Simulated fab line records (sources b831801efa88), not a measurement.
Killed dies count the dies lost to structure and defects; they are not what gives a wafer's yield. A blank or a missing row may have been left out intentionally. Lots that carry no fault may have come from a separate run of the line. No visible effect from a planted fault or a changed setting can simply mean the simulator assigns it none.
Which tool was responsible? / flow gf180mcu / 13 lots with 39 wafers sampled at 6 steps, on a route of 602 steps

## WHAT THE GAUGES READ, wafer by wafer
GF_STI_THK_MEAS_24.
lot=L641; measured=day 2 03:17; on=film-metro-02; STI_CVD_23_THK (nm)=634 646 650
lot=L643; measured=day 2 16:28; on=film-metro-04; STI_CVD_23_THK (nm)=640 649 640
lot=L644; measured=day 2 18:33; on=film-metro-02; STI_CVD_23_THK (nm)=634 632 650
lot=L649; measured=day 4 00:54; on=film-metro-02; STI_CVD_23_THK (nm)=636 635 638
lot=L650; measured=day 4 06:25; on=film-metro-04; STI_CVD_23_THK (nm)=654 642 646
lot=L651; measured=day 4 13:16; on=film-metro-01; STI_CVD_23_THK (nm)=634 653 639
lot=L652; measured=day 4 13:17; on=film-metro-04; STI_CVD_23_THK (nm)=645 648 641
lot=L654; measured=day 5 04:46; on=film-metro-04; STI_CVD_23_THK (nm)=641 648 643
lot=L658; measured=day 5 19:44; on=film-metro-01; STI_CVD_23_THK (nm)=636 651 655
lot=L660; measured=day 6 06:40; on=film-metro-01; STI_CVD_23_THK (nm)=660 663 643
lot=L661; measured=day 6 11:42; on=film-metro-04; STI_CVD_23_THK (nm)=640 636 637
lot=L663; measured=day 6 20:26; on=film-metro-04; STI_CVD_23_THK (nm)=634 643 629
lot=L664; measured=day 7 00:42; on=film-metro-01; STI_CVD_23_THK (nm)=640 634 648

GF_NWELL_OVL_MEAS_07.
lot=L641; measured=day 3 07:39; on=overlay-01; NWELL_OVL (nm)=0.4 -0.6 0.6
lot=L643; measured=day 3 21:43; on=overlay-02; NWELL_OVL (nm)=-0.8 -2.0 -0.9
lot=L644; measured=day 3 23:15; on=overlay-02; NWELL_OVL (nm)=- - -
lot=L649; measured=day 5 09:28; on=overlay-02; NWELL_OVL (nm)=-3.2 0.4 -1.3
lot=L650; measured=day 5 18:35; on=overlay-01; NWELL_OVL (nm)=-2.2 -1.4 -2.8
lot=L651; measured=day 6 00:06; on=overlay-02; NWELL_OVL (nm)=2.3 0.1 1.1
lot=L652; measured=day 6 00:01; on=overlay-02; NWELL_OVL (nm)=-4.7 -2.4 -4.9
lot=L654; measured=day 6 12:14; on=overlay-01; NWELL_OVL (nm)=-1.9 -1.7 -2.5
lot=L658; measured=day 7 05:20; on=overlay-01; NWELL_OVL (nm)=0.1 1.1 -1.6
lot=L660; measured=day 7 14:36; on=overlay-02; NWELL_OVL (nm)=-1.0 -0.6 -1.8
lot=L661; measured=day 7 21:00; on=overlay-02; NWELL_OVL (nm)=-3.2 -1.6 -2.6
lot=L663; measured=day 8 07:18; on=overlay-02; NWELL_OVL (nm)=-0.7 -4.1 -1.6
lot=L664; measured=day 8 11:19; on=overlay-02; NWELL_OVL (nm)=1.7 2.4 2.9

GF_NWELL_TW_MEAS_11.
lot=L641; measured=day 3 08:05; on=film-metro-03; NWELL_TW=1586 1587 1578
lot=L643; measured=day 3 22:09; on=film-metro-01; NWELL_TW=1561 1563 1566
lot=L644; measured=day 3 23:43; on=film-metro-01; NWELL_TW=30 30 30
lot=L649; measured=day 5 09:54; on=film-metro-02; NWELL_TW=1542 1551 1541
lot=L650; measured=day 5 19:02; on=film-metro-01; NWELL_TW=1565 1578 1566
lot=L651; measured=day 6 00:32; on=film-metro-01; NWELL_TW=1573 1568 1571
lot=L652; measured=day 6 00:28; on=film-metro-03; NWELL_TW=1583 1589 1594
lot=L654; measured=day 6 12:41; on=film-metro-03; NWELL_TW=1599 1590 1591
lot=L658; measured=day 7 05:46; on=film-metro-01; NWELL_TW=1573 1576 1578
lot=L660; measured=day 7 15:03; on=film-metro-02; NWELL_TW=1546 1547 1550
lot=L661; measured=day 7 21:26; on=film-metro-03; NWELL_TW=1574 1579 1575
lot=L663; measured=day 8 07:45; on=film-metro-01; NWELL_TW=1568 1566 1571
lot=L664; measured=day 8 11:45; on=film-metro-02; NWELL_TW=1545 1543 1540

GF_VT_IMPLANT_OVL_MEAS_29.
lot=L641; measured=day 6 17:29; on=overlay-02; VT_IMPLANT_02_OVL (nm)=1.6 -1.6 1.1
lot=L643; measured=day 7 10:24; on=overlay-02; VT_IMPLANT_02_OVL (nm)=-0.1 -2.3 -2.6
lot=L644; measured=day 7 13:15; on=overlay-02; VT_IMPLANT_02_OVL (nm)=-0.8 -1.0 0.8
lot=L649; measured=day 9 07:01; on=overlay-02; VT_IMPLANT_02_OVL (nm)=-2.8 -2.2 -2.9
lot=L650; measured=day 9 19:09; on=overlay-01; VT_IMPLANT_02_OVL (nm)=-0.1 -0.2 -1.2
lot=L651; measured=day 10 02:33; on=overlay-02; VT_IMPLANT_02_OVL (nm)=-3.6 -0.3 0.0
lot=L652; measured=day 10 01:06; on=overlay-02; VT_IMPLANT_02_OVL (nm)=-0.8 -0.3 0.0
lot=L654; measured=day 10 13:41; on=overlay-01; VT_IMPLANT_02_OVL (nm)=0.5 0.5 -0.8
lot=L658; measured=day 11 15:03; on=overlay-01; VT_IMPLANT_02_OVL (nm)=1.1 1.2 0.6
lot=L660; measured=day 12 01:42; on=overlay-02; VT_IMPLANT_02_OVL (nm)=-3.1 -0.7 -0.2
lot=L661; measured=day 12 09:17; on=overlay-01; VT_IMPLANT_02_OVL (nm)=-1.3 1.8 1.5
lot=L663; measured=day 12 20:42; on=overlay-02; VT_IMPLANT_02_OVL (nm)=-1.4 -1.1 0.1
lot=L664; measured=day 13 01:39; on=overlay-01; VT_IMPLANT_02_OVL (nm)=0.4 1.4 0.1

GF_VT_IMPLANT_RS_MEAS_47: measurement is done with a four-point probe.
lot=L641; measured=day 7 09:22; on=film-metro-02; NWELL_RS (ohm/sq)=487.1 488.0 488.4
lot=L643; measured=day 8 03:07; on=film-metro-01; NWELL_RS (ohm/sq)=487.9 487.6 486.4
lot=L644; measured=day 8 06:04; on=film-metro-03; NWELL_RS (ohm/sq)=489.0 490.1 489.6
lot=L649; measured=day 10 01:05; on=film-metro-03; NWELL_RS (ohm/sq)=488.9 488.6 489.1
lot=L650; measured=day 10 13:25; on=film-metro-01; NWELL_RS (ohm/sq)=486.7 487.6 486.8
lot=L651; measured=day 10 21:26; on=film-metro-02; NWELL_RS (ohm/sq)=489.8 489.0 488.1
lot=L652; measured=day 10 19:52; on=film-metro-03; NWELL_RS (ohm/sq)=487.9 486.7 488.5
lot=L654; measured=day 11 08:23; on=film-metro-03; NWELL_RS (ohm/sq)=486.3 488.1 488.0
lot=L658; measured=day 12 11:07; on=film-metro-03; NWELL_RS (ohm/sq)=489.4 490.6 489.5
lot=L660; measured=day 12 21:34; on=film-metro-01; NWELL_RS (ohm/sq)=487.6 488.1 487.0
lot=L661; measured=day 13 06:17; on=film-metro-03; NWELL_RS (ohm/sq)=490.2 489.8 490.8
lot=L663; measured=day 13 17:35; on=film-metro-01; NWELL_RS (ohm/sq)=488.8 488.2 488.4
lot=L664; measured=day 13 22:51; on=film-metro-01; NWELL_RS (ohm/sq)=486.8 486.6 488.5

## EACH LOT AND THE TOOL THAT RAN IT (in order: tool; ch and the chambers of the sampled wafers; start)
lot=L641; GF_NWELL_EXPOSE_04=iline-stepper-01 ch 0, day 3 00:50
lot=L643; GF_NWELL_EXPOSE_04=iline-stepper-02 ch 0, day 3 15:31
lot=L644; GF_NWELL_EXPOSE_04=iline-stepper-02 ch 0, day 3 17:01
lot=L649; GF_NWELL_EXPOSE_04=iline-stepper-02 ch 0, day 5 02:29
lot=L650; GF_NWELL_EXPOSE_04=iline-stepper-02 ch 0, day 5 11:36
lot=L651; GF_NWELL_EXPOSE_04=iline-stepper-01 ch 0, day 5 16:55
lot=L652; GF_NWELL_EXPOSE_04=iline-stepper-02 ch 0, day 5 16:42
lot=L654; GF_NWELL_EXPOSE_04=iline-stepper-02 ch 0, day 6 05:11
lot=L658; GF_NWELL_EXPOSE_04=iline-stepper-02 ch 0, day 6 21:28
lot=L660; GF_NWELL_EXPOSE_04=iline-stepper-02 ch 0, day 7 07:20
lot=L661; GF_NWELL_EXPOSE_04=iline-stepper-02 ch 0, day 7 12:57
lot=L663; GF_NWELL_EXPOSE_04=iline-stepper-02 ch 0, day 7 23:46
lot=L664; GF_NWELL_EXPOSE_04=iline-stepper-01 ch 0, day 8 04:22
- GF_NWELL_EXPOSE_04: exposes mask Nwell, target cd 860 nm.

## WHAT THE TOOLS THEMSELVES READ (means of the sampled wafers that have a number; where no wafer has one, the mark that the record gives instead)
The record holds no such reading with a usual standard deviation.

## THE ANSWER, worked out from the rows above alone
Rule: the usual values come from the lots themselves. The widest of any qualifying gaps counts: lots, ordered by their means at a reading, are off when they make up no more than a third of the lots, leave a main group of 4 or more, and stand apart from it by 3 or more times the standard deviation of that group's means. A main group whose means are all the same, to the digits that the tables above print for the reading, isn't used. Also off: a lot with no number at a reading for which 4 or more lots have one. Where the step has rows for the other lots, those lots are counted as sound. First the gauges in route order, then the tools' own readings, where a lot's mean is used as printed above. At the first step where some lot is off, the reading lying furthest off is the one used; lots without a number count as furthest.
Off: L644, seen at GF_NWELL_OVL_MEAS_07 (NWELL_OVL). Without a number there: L644. The main group has a mean of -1.1 nm with a standard deviation of 1.7.
A tool fits if, at a process step before that reading, it ran every lot that is off, and no sound lot after the first of them. Not tried: the gauges at GF_NWELL_OVL_MEAS_07; whatever is off there is also off at GF_NWELL_TW_MEAS_11, on other tools, and gauge error can't account for it. No candidate that was tried fits.

## WHAT HAD BEEN PUT IN BY THE SIMULATOR
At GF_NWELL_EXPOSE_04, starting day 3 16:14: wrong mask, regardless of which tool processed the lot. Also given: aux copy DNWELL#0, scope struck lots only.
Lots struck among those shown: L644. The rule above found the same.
